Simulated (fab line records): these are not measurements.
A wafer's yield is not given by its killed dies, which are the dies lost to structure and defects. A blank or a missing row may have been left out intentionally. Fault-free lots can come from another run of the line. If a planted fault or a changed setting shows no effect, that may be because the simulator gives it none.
Matching of chambers ; flow gf180mcu ; hdpcvd-01 running GF_V2_CVD_00: 3 sister chambers
The step deposits SiO2, target thk 600 nm, time 100 s. 3 wafers are shown with their chamber, then 8 later ones without.

WAFERS WITH THEIR CHAMBER
wafer;chamber;sih4FlowSccm (sccm)
L162.2;2;59.96
L162.4;1;60.00
L164.1;0;59.79

WAFERS MISSING THEIR CHAMBER
wafer;sih4FlowSccm (sccm)
L164.4;60.21
L164.5;59.82
L165.1;60.22
L165.4;60.22
L165.5;60.10
L167.2;60.25
L167.3;59.83
L167.6;60.02

WHICH CHAMBER EACH ONE RAN IN
wafer;from the rows above;in truth
L164.4;can't be placed: 1 or 2 or 0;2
L164.5;can't be placed: 0 or 2 or 1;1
L165.1;can't be placed: 1 or 2 or 0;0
L165.4;can't be placed: 1 or 2 or 0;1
L165.5;can't be placed: 1 or 2 or 0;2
L167.2;can't be placed: 1 or 2 or 0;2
L167.3;can't be placed: 0 or 2 or 1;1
L167.6;can't be placed: 1 or 2 or 0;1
Correct placement for 0 of the 8. These rows do not allow placing 8 (true chamber among the candidates in 8). Wrongly placed: 0.
How it was worked out, from the rows above alone: a wafer's distance from a chamber is the root of the sum, over the readings, of the square of ((its reading less the chamber's mean) divided by the reading's scatter). If the next closest chamber is less than 2 further off than the closest, the wafer can't be placed; otherwise it belongs to the closest. For every chamber, the mean is computed from those of its wafers that are shown. The scatter: with one shown wafer a chamber, the root of the mean of the squares of how far each hidden wafer lies from its nearest shown one.
